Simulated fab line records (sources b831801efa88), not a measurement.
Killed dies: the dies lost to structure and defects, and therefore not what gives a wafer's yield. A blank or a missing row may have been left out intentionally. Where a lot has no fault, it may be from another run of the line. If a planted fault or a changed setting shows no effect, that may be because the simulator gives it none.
A struck lot beside a sound one    flow sky130    38 steps out of a route of 708
Sound: these wafers, L526.1, L526.3, L526.6. The struck wafers were L533.1, L533.4, L533.6. Last of all comes the cause.
For every step that has rows: the tool of each side, followed by ch and its chambers, followed by its first start. Under that, the readings that differ: sound wafers    struck wafers    difference of the means    sigmas: that difference in standard deviations of wafers without a fault.
alike: same words and numbers on both sides, and readings whose means sit less than 2 such deviations apart. not compared: any withheld reading, any reading some wafer has no value for, any bound like >300 that may hide the same value, and any number with overlapping values for which the record gives no deviation.
The two part at a step that has a row with sigmas, a row that says differs or no value, or rows on one side only. Numbers that have no deviation but don't overlap get no sigmas and don't part them. A reading that every wafer of one side lacks parts them only if that side has two wafers or more.

first, 9 steps without rows for these wafers: SKY_VIA3_SPUTTER_20 (material TiN, target thk 20 nm, time 80 s); SKY_VIA3_CVD_21 (deposits W, target thk 390 nm, time 117.31 s); SKY_VIA3_CMP_24 (polishes, stops on SiO2, t overpolish 20 s, target thk 0 nm); SKY_METAL4_SPUTTER_00 (material Ti, target thk 15 nm, time 10 s); SKY_METAL4_SPUTTER_01 (material TiN, target thk 20 nm, time 16.7 s); SKY_METAL4_SPUTTER_02 (material AlCu, target thk 735 nm, time 39.1 s); SKY_METAL4_SPUTTER_03 (material Ti, target thk 5 nm, time 3.3 s); SKY_METAL4_SPUTTER_04 (material TiN, target thk 70 nm, time 58.3 s); SKY_CAP2M_CVD_00 (deposits SiO2, target thk 15.5 nm).
SKY_CAP2M_SPUTTER_02: material TiN, target thk 200 nm, time 166.7 s.
  sound on pvd_sputter-01 at day 43 18:58; struck on pvd_sputter-01 at day 45 08:40
reading                                    sound                 struck                difference  sigmas
cathode_dc_power_W (W)                     6499.1 6500.8 6501.5  5169.8 5170.1 5170.9  -1330.2     -99 or more
model.TiN_of_CAP2M_SPUTTER_02.thk_nm (nm)  202.1 202.9 202.6     159.6 159.4 160.4     -42.7       
  alike: chamber_pressure_pa, throttle_valve_pct
SKY_CAP2M_RS_MEAS_03: uses a four-point probe to measure.
  sound on film_metro-01 at day 43 19:05; struck on film_metro-04 at day 45 08:47
reading                sound           struck          difference  sigmas
CAP2M_TIN_RS (ohm/sq)  6.84 6.82 6.82  8.71 8.72 8.65  +1.87       +31
SKY_CAP2M_THK_MEAS_04: measures by xrf.
  sound on film_metro-01 at day 43 19:12; struck on film_metro-04 at day 45 08:54
reading             sound              struck             difference  sigmas
CAP2M_TIN_THK (nm)  199.1 200.5 200.1  157.7 157.3 158.9  -41.9       -28
then, 7 steps without rows for these wafers: SKY_CAP2M_DEHYDRATE_05 (time 60 s); SKY_CAP2M_HMDS_06 (prime time 60 s); SKY_CAP2M_COAT_07 (resist thk 1140 nm); SKY_CAP2M_SOFTBAKE_08 (time 60 s); SKY_CAP2M_EXPOSE_09 (exposes mask CAP2M, target cd 1000 nm); SKY_CAP2M_PEB_10; SKY_CAP2M_DEVELOP_11 (develop time 60 s).
SKY_CAP2M_METAL_ETCH_13: etches TiN in Cl2/BCl3, stops on SiO2, target depth 220 nm, time 62.9 s.
  sound on rie_metal-01 ch 0,1, day 44 16:42; struck on rie_metal-02 ch 0,1, day 46 05:50
reading                 sound                 struck                difference  sigmas
oes_product_au (a.u.)   0.947 0.944 0.947     0.827 0.831 0.830     -0.117      -17
throttle_valve_pct (%)  21.897 21.890 21.901  21.981 21.970 21.985  +0.083      +9
  alike: chamber_pressure_mTorr, drypump_motor_current_A, rf_fwd_power_W
  not compared: rf_hours_counter_h
then, 16 steps without rows for these wafers: SKY_CAP2M_STRIP_14 (strips in O2/N2); SKY_CAP2M_STRIP_15 (strips in post etch residue remover, time 1200 s); SKY_CAP2M_CLEAN_16 (cleans in IPA, time 180 s); SKY_CAP2M_CLEAN_17 (cleans in O3/DIW); SKY_METAL4_DEHYDRATE_05 (time 60 s); SKY_METAL4_HMDS_06 (prime time 60 s); SKY_METAL4_COAT_07 (resist thk 60 nm); SKY_METAL4_COAT_08 (resist thk 1140 nm); SKY_METAL4_SOFTBAKE_09 (time 90 s); SKY_METAL4_EXPOSE_10 (exposes mask MM4, target cd 300 nm); SKY_METAL4_PEB_11; SKY_METAL4_DEVELOP_12 (develop time 60 s); SKY_METAL4_DESCUM_15 (chemistry O2, time 8 s); SKY_METAL4_ETCH_16 (etches BARC in N2/H2, stops on SiO2, time 88.2 s, target depth 60 nm); SKY_METAL4_ETCH_17 (etches SiO2 in C4F8/O2/Ar, stops on TiN, time 3.9 s, target depth 15 nm); SKY_METAL4_METAL_ETCH_18 (etches the open film in Cl2/BCl3, stops on SiO2, target depth 845 nm, time 183.1 s).
SKY_METAL4_STRIP_20: strips in post etch residue remover, time 1200 s.
  sound on wet_bench-04 ch 0, day 45 15:06; struck on wet_bench-01 ch 1, day 47 03:40
reading                                    sound            struck             difference  sigmas
model.TiN_of_CAP2M_SPUTTER_02.thk_nm (nm)  201.3 202 201.8  158.8 158.5 159.6  -42.7       
  alike: bath_heat_duty_pct
-- the record jumps here: 3 days lie between the struck wafers' starts before and after (it left off in module METAL4 and takes up again in module PAD_OPEN, whose first step shown is number 708 of the route) --
SKY_PAD_OPEN_PROBE_99:
  sound on prober-02 at day 49 04:33; struck on prober-01 at day 50 11:11
reading                                sound                 struck                difference  sigmas
model.etest.cap_mim2.plate_ohm_sq      5.971 5.907 5.99      7.501 7.565 7.533     +1.577      
model.etest.cap_mim2.bv_v (V)          13.85 13.9 14.74      12.98 12.35 13.66     -1.17       
model.etest.cap_mim2.leak_log10_a_cm2  -8.756 -8.903 -8.939  -8.335 -8.474 -8.453  +0.445      
  alike: defect_limited_yield, killed_at_M0_to_M3, killed_at_M4_up, killed_at_contacts, killed_at_front_end, killed_at_other, killed_dies, killed_open, killed_short, sort_bin_3_pad_short, sort_bin_5_function, sort_bin_6_memory, sort_n_pass, sort_yield_pct

WHERE THEY PART
Last at SKY_CAP2M_METAL_ETCH_13 as far as this record goes, first at SKY_CAP2M_SPUTTER_02. Later steps at which nothing parts them and some readings are alike: SKY_METAL4_STRIP_20, SKY_PAD_OPEN_PROBE_99.

WHY: the cause the simulator had injected
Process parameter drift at SKY_CAP2M_SPUTTER_02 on pvd_sputter-01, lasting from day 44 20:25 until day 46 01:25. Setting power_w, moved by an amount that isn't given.
